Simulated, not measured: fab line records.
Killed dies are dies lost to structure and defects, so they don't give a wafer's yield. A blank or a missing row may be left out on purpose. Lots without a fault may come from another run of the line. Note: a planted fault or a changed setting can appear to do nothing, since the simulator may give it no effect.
Chamber matching ; flow gf180mcu ; GF_V2_CMP_04 on cmp-01: 4 sister chambers
The step polishes SiO2. 4 wafers are shown with their chamber, then 7 later ones without.

== WAFERS WITH THEIR CHAMBER ==
wafer;chamber;motor-current-A (A)
L243.5;1;11.7
L246.6;2;11.7
L247.4;0;12.5
L247.5;3;11.2

== WAFERS WITHOUT THEIR CHAMBER ==
wafer;motor-current-A (A)
L247.6;12.9
L251.4;13.7
L251.5;10.1
L251.6;11.2
L252.1;11.1
L252.3;11.1
L252.4;13.1

== WHICH CHAMBER EACH ONE RAN IN ==
wafer;from the rows above;in truth
L247.6;can't be placed: 0 or 1 or 2 or 3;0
L251.4;can't be placed: 0 or 1 or 2 or 3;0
L251.5;can't be placed: 3 or 1 or 2 or 0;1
L251.6;can't be placed: 3 or 1 or 2 or 0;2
L252.1;can't be placed: 3 or 1 or 2 or 0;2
L252.3;can't be placed: 3 or 1 or 2 or 0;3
L252.4;can't be placed: 0 or 1 or 2 or 3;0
Correct placement for 0 of the 7. Can't be placed from these rows: 7 (the true chamber is among the candidates in 7). Wrongly placed: 0.
How it was worked out, from the rows above alone: a wafer's distance from a chamber is the root of the sum, over the readings, of the square of ((its reading less the chamber's mean) divided by the reading's scatter). The wafer belongs to the nearest chamber; if the next one is less than 2 further off, it can't be placed. Each chamber's mean is taken over the wafers shown for it. The scatter: with one shown wafer a chamber, the root of the mean of the squares of how far each hidden wafer lies from its nearest shown one.
